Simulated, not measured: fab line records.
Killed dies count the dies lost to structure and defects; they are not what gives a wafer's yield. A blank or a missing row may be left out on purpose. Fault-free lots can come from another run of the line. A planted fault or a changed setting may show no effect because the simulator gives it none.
fab line records	flow sky130
record: lots: 12	wafers: 36	lastDay: 50
route steps=708 shown SONOS_TUNNEL@160 SONOS_ONO@173 GATE_OXIDE@201
lots untouched by any fault: they come from a run of this same line in which no faults occurred
startH: start of the lot's first displayed wafer, in hours after the record's first day	waitH: time in hours since the lot's previous step	" unchanged from the row above	L1.1+2: one row covering several wafers at once	- no value present, or no start provided	* or withheld: withheld	< > ~ a bound
route shown NAME@n: names a module that has steps shown in the file, with the first one's number in the route	usual: the fault-free wafers' mean and standard deviation	same: alike in all rows	chamber/n: place in a boat	sites: per-site readings	_std_site: their standard deviation	_edge_site: the outer-site mean with the inner-site mean subtracted	radiusMm: how far each site lies from the wafer's centre	mask NAME#n: copy n	behind: tool/chamber where the wafer was last shaped	hold: why the lot was held/for how many hours/how that ended	device: transistor that didn't switch, given as n, p or np	end of line: tests of these same wafers at the route's end	for a step that has no rows: nothing shown but its recipe	killed: dies lost to structure and defects at the first sort, not the wafer's yield	map: shows each die of a wafer: x if killed, . if not, _ if none is there
set.NAME: the setting the step ran with; set.NAME@STEP: the setting that earlier step ran with	model.NAME: the simulator's own value behind a step, which no gauge read
steps of the route over a sample of lots; a table a step, a row a wafer
services: from which hour (startH, from the record's first day; less than 0 if before it) a tool's chamber was out of use, for how many hours, and why
== steps ==
step: SKY_SONOS_TUNNEL_DEVELOP_06
recipe: resist: NOVOLAK	developer: TMAH	developTimeS: 60	devTempC: 23
usual: chillPlateTempC: 23.00/0.11
lot.wafer	tool	chamber	startH	waitH	chillPlateTempC
L482.1	lithoTrack-04	0	248.36	0.1	23.02
L482.3	"	0	"	"	22.94
L482.4	"	0	"	"	23.10
L483.4	lithoTrack-02	0	248.85	0.1	22.94
L483.5	"	0	"	"	22.97
L483.6	"	0	"	"	23.08
L484.3	lithoTrack-02	0	264.38	0.1	23.29
L484.5	"	0	"	"	22.99
L484.6	"	0	"	"	23.00
L488.1	lithoTrack-02	0	295.38	0.1	23.01
L488.3	"	0	"	"	23.06
L488.6	"	0	"	"	23.01
L492.2	lithoTrack-02	0	329.90	0.1	23.18
L492.5	"	0	"	"	23.03
L492.6	"	0	"	"	23.25
L493.1	lithoTrack-04	0	332.76	0.1	22.98
L493.4	"	0	"	"	22.93
L493.6	"	0	"	"	22.84
L495.3	lithoTrack-01	0	356.02	0.1	22.78
L495.4	"	0	"	"	22.82
L495.6	"	0	"	"	22.86
L496.2	lithoTrack-02	0	366.25	0.1	22.83
L496.4	"	0	"	"	23.04
L496.6	"	0	"	"	23.03
L498.3	lithoTrack-04	0	380.41	0.1	22.97
L498.5	"	0	"	"	22.97
L498.6	"	0	"	"	22.96
L503.2	lithoTrack-04	0	418.44	0.1	22.84
L503.5	"	0	"	"	22.83
L503.6	"	0	"	"	23.02
L505.2	lithoTrack-04	0	435.39	0.1	23.11
L505.4	"	0	"	"	22.83
L505.5	"	0	"	"	22.90
L504.1	lithoTrack-04	0	437.41	0.1	22.86
L504.3	"	0	"	"	22.86
L504.4	"	0	"	"	23.13
step: SKY_SONOS_TUNNEL_CD_MEAS_07
recipe: targetCdNm: 410
usual: cdNm: 410.8/1.9
lot.wafer	tool	chamber	startH	waitH	cdNm
L482.1	cdSem-01	-	248.51	0.1	407.0
L482.3	"	-	"	"	409.0
L482.4	"	-	"	"	407.2
L483.4	cdSem-02	-	248.99	0.1	411.6
L483.5	"	-	"	"	410.5
L483.6	"	-	"	"	411.7
L484.3	cdSem-01	-	264.52	0.1	410.2
L484.5	"	-	"	"	411.2
L484.6	"	-	"	"	412.0
L488.1	cdSem-01	-	295.53	0.1	410.9
L488.3	"	-	"	"	411.2
L488.6	"	-	"	"	412.2
L492.2	cdSem-02	-	330.04	0.1	395.0
L492.5	"	-	"	"	394.9
L492.6	"	-	"	"	396.0
L493.1	cdSem-02	-	332.91	0.1	409.3
L493.4	"	-	"	"	410.9
L493.6	"	-	"	"	407.9
L495.3	cdSem-01	-	356.16	0.1	410.2
L495.4	"	-	"	"	406.9
L495.6	"	-	"	"	410.1
L496.2	cdSem-02	-	366.39	0.1	397.1
L496.4	"	-	"	"	396.7
L496.6	"	-	"	"	400.9
L498.3	cdSem-01	-	380.55	0.1	411.6
L498.5	"	-	"	"	413.1
L498.6	"	-	"	"	413.7
L503.2	cdSem-02	-	418.58	0.1	410.1
L503.5	"	-	"	"	411.0
L503.6	"	-	"	"	413.4
L505.2	cdSem-01	-	435.53	0.1	408.9
L505.4	"	-	"	"	408.7
L505.5	"	-	"	"	409.3
L504.1	cdSem-01	-	437.56	0.1	410.1
L504.3	"	-	"	"	408.8
L504.4	"	-	"	"	409.2
step: SKY_SONOS_ONO_THK_MEAS_05
recipe: reads: SiO2_of_SONOS_ONO_CVD_04
usual: SONOS_ONO_CVD_04_THK: 5.71/0.12
lot.wafer	tool	chamber	startH	waitH	SONOS_ONO_CVD_04_THK[nm]
L482.1	filmMetro-01	-	255.08	0.0	5.48
L482.3	"	-	"	"	5.48
L482.4	"	-	"	"	5.57
L483.4	filmMetro-02	-	255.15	0.1	5.63
L483.5	"	-	"	"	5.77
L483.6	"	-	"	"	5.69
L484.3	filmMetro-02	-	268.90	0.0	5.73
L484.5	"	-	"	"	5.71
L484.6	"	-	"	"	5.68
L488.1	filmMetro-01	-	303.02	0.0	5.51
L488.3	"	-	"	"	5.55
L488.6	"	-	"	"	5.53
L492.2	filmMetro-01	-	337.49	0.0	5.84
L492.5	"	-	"	"	5.90
L492.6	"	-	"	"	5.77
L493.1	filmMetro-02	-	339.89	0.0	5.77
L493.4	"	-	"	"	5.66
L493.6	"	-	"	"	5.72
L495.3	filmMetro-01	-	365.13	0.0	5.82
L495.4	"	-	"	"	5.94
L495.6	"	-	"	"	5.93
L496.2	filmMetro-01	-	372.50	0.0	5.73
L496.4	"	-	"	"	5.82
L496.6	"	-	"	"	5.74
L498.3	filmMetro-02	-	386.90	0.0	5.59
L498.5	"	-	"	"	5.69
L498.6	"	-	"	"	5.85
L503.2	filmMetro-01	-	425.43	0.0	5.69
L503.5	"	-	"	"	5.67
L503.6	"	-	"	"	5.72
L505.2	filmMetro-03	-	441.43	0.0	5.67
L505.4	"	-	"	"	5.78
L505.5	"	-	"	"	5.65
L504.1	filmMetro-01	-	446.01	0.0	5.75
L504.3	"	-	"	"	5.72
L504.4	"	-	"	"	5.64
step: SKY_SONOS_ONO_STRIP_17
recipe: chemistry: O2/N2	powerW: 1400	pressureMtorr: 1500	platenTempC: withheld	o2FlowSccm: 3000	n2FlowSccm: 300	overashFraction: 0.5
usual: drypumpMotorCurrentA: 5.8/0.41	oesProductAu: 0.710/0.0047	stripTimeToEndpointS: 14.09/0.04
lot.wafer	tool	chamber	startH	waitH	drypumpMotorCurrentA	oesProductAu	rfHoursCounterH	stripTimeToEndpointS
L482.1	plasmaAsher-01	1	279.97	0.0	6.0	0.705	59	14.12
L482.3	"	0	"	"	6.5	0.712	-	14.12
L482.4	"	1	"	"	6.0	0.713	-	14.12
L483.4	plasmaAsher-04	0	280.12	0.0	5.8	0.711	-	14.10
L483.5	"	0	"	"	5.8	0.704	-	14.09
L483.6	"	1	"	"	5.5	0.707	-	14.12
L484.3	plasmaAsher-04	1	294.01	0.0	5.5	0.714	-	14.12
L484.5	"	0	"	"	5.8	0.710	-	14.17
L484.6	"	1	"	"	5.5	0.702	-	14.14
L488.1	plasmaAsher-02	1	329.32	0.0	6.1	0.704	67	14.07
L488.3	"	0	"	"	5.2	0.703	-	14.09
L488.6	"	0	"	"	5.2	0.714	-	14.05
L492.2	plasmaAsher-04	0	365.85	0.0	5.8	0.703	24	14.11
L492.5	"	1	"	"	5.5	0.724	-	14.09
L492.6	"	0	"	"	5.8	0.712	-	14.07
L493.1	plasmaAsher-02	1	367.52	0.0	6.1	0.710	71	14.07
L493.4	"	1	"	"	6.1	0.705	-	14.05
L493.6	"	0	"	"	5.3	0.710	-	14.08
L495.3	plasmaAsher-04	1	393.87	0.0	5.5	0.715	-	14.08
L495.4	"	0	"	"	5.9	0.705	-	14.03
L495.6	"	1	"	"	5.6	0.713	-	14.09
L496.2	plasmaAsher-04	0	400.32	0.0	5.8	0.714	27	14.08
L496.4	"	1	"	"	5.5	0.711	-	14.07
L496.6	"	0	"	"	5.8	0.712	-	14.06
L498.3	plasmaAsher-02	1	415.47	0.0	6.1	0.717	-	14.01
L498.5	"	1	"	"	6.1	0.705	-	14.04
L498.6	"	0	"	"	5.2	0.713	-	14.01
L503.2	plasmaAsher-01	1	455.84	0.0	6.0	0.712	3	14.06
L503.5	"	0	"	"	6.5	0.708	-	14.07
L503.6	"	1	"	"	6.0	0.706	-	14.06
L505.2	plasmaAsher-01	0	471.87	0.0	6.5	0.709	4	14.11
L505.4	"	0	"	"	6.5	0.707	-	14.01
L505.5	"	1	"	"	6.0	0.706	-	14.05
L504.1	plasmaAsher-02	1	476.47	0.0	6.1	0.705	82	14.07
L504.3	"	0	"	"	5.2	0.709	-	14.05
L504.4	"	1	"	"	6.1	0.718	-	14.07
step: SKY_GATE_OXIDE_TW_MEAS_14
usual: GATE_OXIDE_TW: 226.9/2.5
lot.wafer	tool	chamber	startH	waitH	GATE_OXIDE_TW
L482.1	filmMetro-01	-	308.96	0.1	226.9
L482.3	"	-	"	"	225.7
L482.4	"	-	"	"	226.3
L483.4	filmMetro-04	-	309.29	0.1	230.7
L483.5	"	-	"	"	230.2
L483.6	"	-	"	"	230.3
L484.3	filmMetro-01	-	322.68	0.1	226.7
L484.5	"	-	"	"	226.7
L484.6	"	-	"	"	226.5
L488.1	filmMetro-04	-	359.27	0.1	229.2
L488.3	"	-	"	"	229.3
L488.6	"	-	"	"	230.1
L492.2	filmMetro-02	-	397.77	0.1	223.6
L492.5	"	-	"	"	223.8
L492.6	"	-	"	"	224.2
L493.1	filmMetro-04	-	399.48	0.1	229.9
L493.4	"	-	"	"	229.4
L493.6	"	-	"	"	228.6
L495.3	filmMetro-04	-	426.83	0.1	229.7
L495.4	"	-	"	"	228.5
L495.6	"	-	"	"	229.9
L496.2	filmMetro-02	-	433.72	0.1	224.6
L496.4	"	-	"	"	224.3
L496.6	"	-	"	"	223.6
L498.3	filmMetro-02	-	448.71	0.1	224.4
L498.5	"	-	"	"	225.1
L498.6	"	-	"	"	224.4
L503.2	filmMetro-01	-	491.29	0.1	226.6
L503.5	"	-	"	"	226.7
L503.6	"	-	"	"	227.4
L505.2	filmMetro-04	-	504.21	0.1	229.6
L505.4	"	-	"	"	230.3
L505.5	"	-	"	"	228.6
L504.1	filmMetro-04	-	508.45	0.1	228.8
L504.3	"	-	"	"	229.6
L504.4	"	-	"	"	229.1
== services ==
tool	chamber	startH	hours	kind
plasmaAsher-04	-	231.93	3.5	repair
plasmaAsher-02	-	247.41	0.4	repair
plasmaAsher-04	-	255.71	0.9	repair
plasmaAsher-01	-	265.80	0.9	repair
plasmaAsher-04	-	271.15	2.1	repair
lithoTrack-02	-	275.80	-	consumableReplace:filter
plasmaAsher-01	-	421.25	9.0	pm
plasmaAsher-01	0	421.25	9.0	ventCycle
plasmaAsher-01	1	421.25	9.0	ventCycle
plasmaAsher-01	0	430.25	-	clean
plasmaAsher-01	1	430.25	-	clean
lithoTrack-02	-	441.56	-	consumableReplace:filter
plasmaAsher-04	-	453.98	2.1	repair
lithoTrack-01	-	470.32	-	consumableReplace:filter
== key ==
firstSign: step: SKY_SONOS_TUNNEL_CD_MEAS_07	reading: cdNm	direction: down	sigmas: 7.3	usual: 410.8	struck: 396.8	through: controlLoop
effect none on later readings
metAt SKY_SONOS_TUNNEL_DEVELOP_06
struckLots L492,L496
testerLeftOut L492,L496
loopTrim: step: SKY_SONOS_TUNNEL_EXPOSE_04	setting: dose	lots: L496
notActingAt SKY_SONOS_ONO_THK_MEAS_05,SKY_SONOS_ONO_STRIP_17,SKY_GATE_OXIDE_TW_MEAS_14
onsetBetween 295.38 329.90
fault: kind: processParameterDrift	tool: lithoTrack-02	chamber: -	onsetH: 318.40	steps: SKY_SONOS_TUNNEL_DEVELOP_06	channel: developTimeS	offset: *	shape: step	endH: 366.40	actsIn: *	stated: *
testerLeftOut: of these lots the tester's yield and bins aren't shown, on N5 and GAA mostly nor the transistor test; their killed dies are dies lost to structure and defects alone, not to doping, threshold or leakage, so they don't give the yield
loopTrim: a control loop set the setting to another value than it would have without faults
